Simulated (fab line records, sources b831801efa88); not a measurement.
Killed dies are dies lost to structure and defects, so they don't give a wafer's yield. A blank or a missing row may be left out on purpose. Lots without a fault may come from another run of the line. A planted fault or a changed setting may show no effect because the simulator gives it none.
Which tool did it? | flow sky130 | 14 lots, 42 wafers sampled, at 3 steps of a route of 708

WHAT THE GAUGES READ, wafer by wafer
SKY_CONTACT_OVL_MEAS_15. Usual: CONTACT_OVL 0 nm, standard deviation 5.9.
lot  | measured     | on         | CONTACT_OVL (nm) | flag
L539 | day 32 15:44 | overlay-02 | 3 -5 -5          |
L538 | day 32 15:46 | overlay-01 | -5 2 -2          |
L541 | day 33 15:40 | overlay-01 | -3 -11 -2        |
L542 | day 33 16:58 | overlay-02 | -1 2 -5          |
L543 | day 33 21:08 | overlay-02 | 3 9 8            |
L544 | day 34 03:51 | overlay-02 | 8 10 0           |
L545 | day 34 13:48 | overlay-01 | -7 -2 -1         |
L546 | day 34 14:30 | overlay-01 | -7 1 4           |
L549 | day 36 01:19 | overlay-01 | 12 1 -2          |
L551 | day 36 08:25 | overlay-01 | 7 -1 0           |
L554 | day 37 09:42 | overlay-02 | 9 2 5            |
L557 | day 38 08:13 | overlay-01 | 2 -1 11          |
L558 | day 38 09:30 | overlay-01 | -16 -12 -11      |
L559 | day 38 17:48 | overlay-01 | 3 2 9            |

SKY_METAL1_RS_MEAS_05: measures by four-point-probe. Usual: METAL1_ALCU_RS 0.1274 ohm/sq, standard deviation 0.0017.
lot  | measured     | on            | METAL1_ALCU_RS (ohm/sq) | flag
L539 | day 32 17:28 | film_metro-02 | 0.1233 0.1259 0.1261    |
L538 | day 32 17:25 | film_metro-01 | 0.1314 0.1288 0.1313    |
L541 | day 33 17:15 | film_metro-04 | 0.1286 0.1307 0.1287    |
L542 | day 33 18:33 | film_metro-04 | 0.1284 0.1270 0.1281    |
L543 | day 33 22:42 | film_metro-04 | 0.1286 0.1270 0.1276    |
L544 | day 34 05:26 | film_metro-01 | 0.1260 0.1281 0.1260    |
L545 | day 34 15:22 | film_metro-01 | 0.1265 0.1287 0.1288    |
L546 | day 34 16:04 | film_metro-04 | 0.1266 0.1262 0.1253    |
L549 | day 36 02:54 | film_metro-04 | 0.1277 0.1264 0.1295    |
L551 | day 36 10:01 | film_metro-02 | 0.1270 0.1267 0.1307    |
L554 | day 37 11:18 | film_metro-02 | 0.1269 0.1259 0.1259    |
L557 | day 38 09:48 | film_metro-01 | 0.1299 0.1287 0.1291    |
L558 | day 38 11:05 | film_metro-04 | 0.1275 0.1279 0.1298    |
L559 | day 38 19:21 | film_metro-02 | 0.1272 0.1287 0.1289    |

WHICH TOOL RAN EACH LOT (tool, then ch and the chambers of the sampled wafers, then the start)
lot  | SKY_POLY_GATE_STRIP_18
L539 | plasma_asher-01 ch 0,1, day 17 11:12
L538 | plasma_asher-03 ch 0,1, day 17 11:33
L541 | plasma_asher-02 ch 0,1, day 18 12:13
L542 | plasma_asher-01 ch 0,1, day 18 17:30
L543 | plasma_asher-01 ch 0,1, day 18 22:07
L544 | plasma_asher-01 ch 0,1, day 19 05:00
L545 | plasma_asher-01 ch 0,1, day 19 16:13
L546 | plasma_asher-01 ch 0,1, day 19 20:17
L549 | plasma_asher-01 ch 0,1, day 21 10:41
L551 | plasma_asher-03 ch 0,1, day 21 19:07
L554 | plasma_asher-02 ch 0,1, day 23 00:26
L557 | plasma_asher-02 ch 0, day 24 00:40
L558 | plasma_asher-01 ch 0,1, day 24 02:28
L559 | plasma_asher-02 ch 0, day 24 13:16
- SKY_POLY_GATE_STRIP_18: strips in O2/N2.

WHAT THE TOOLS THEMSELVES READ (means of the sampled wafers that have a number; where no wafer has one, the mark that the record gives instead)
SKY_POLY_GATE_STRIP_18. Usual: drypump_motor_current_A 6.11 A, standard deviation 0.2; oes_product_au 0.361 a.u., standard deviation 0.005; strip_time_to_endpoint_s 3.16 s, standard deviation 0.057.
lot  | tool            | drypump_motor_current_A (A) | oes_product_au (a.u.) | strip_time_to_endpoint_s (s) | flag
L539 | plasma_asher-01 | 6.18                        | 0.358                 | 3.16                         |
L538 | plasma_asher-03 | 5.72                        | 0.353                 | 3.10                         |
L541 | plasma_asher-02 | 6.15                        | 0.363                 | 3.18                         |
L542 | plasma_asher-01 | 6.21                        | 0.358                 | 3.14                         |
L543 | plasma_asher-01 | 6.20                        | 0.363                 | 3.17                         |
L544 | plasma_asher-01 | 6.17                        | 0.355                 | 3.17                         |
L545 | plasma_asher-01 | 6.21                        | 0.361                 | 3.14                         |
L546 | plasma_asher-01 | 6.18                        | 0.359                 | 3.12                         |
L549 | plasma_asher-01 | 6.15                        | 0.364                 | 3.16                         |
L551 | plasma_asher-03 | 5.95                        | 0.362                 | 3.15                         |
L554 | plasma_asher-02 | 6.16                        | 0.360                 | 3.19                         |
L557 | plasma_asher-02 | 5.98                        | 0.356                 | 3.16                         |
L558 | plasma_asher-01 | 6.22                        | 0.363                 | 3.21                         |
L559 | plasma_asher-02 | 5.99                        | 0.365                 | 3.13                         |

THE ANSWER, worked out from the rows above alone
Rule: a lot is off if the mean of its wafers that have a number lies more than 3 standard deviations from the usual mean. A lot without any number at a reading at which 4 lots or more have one is off too. The other lots that the step has rows for count as sound. The gauges are gone through in route order, then the tools' own readings, and for those a lot's mean is taken as printed above. The first step at which some lot is off is used, and at that step the reading that is off furthest; a lot without a number counts as furthest.
No lot is off at any reading shown: from this, nothing can be told.

WHAT THE SIMULATOR HAD PUT IN
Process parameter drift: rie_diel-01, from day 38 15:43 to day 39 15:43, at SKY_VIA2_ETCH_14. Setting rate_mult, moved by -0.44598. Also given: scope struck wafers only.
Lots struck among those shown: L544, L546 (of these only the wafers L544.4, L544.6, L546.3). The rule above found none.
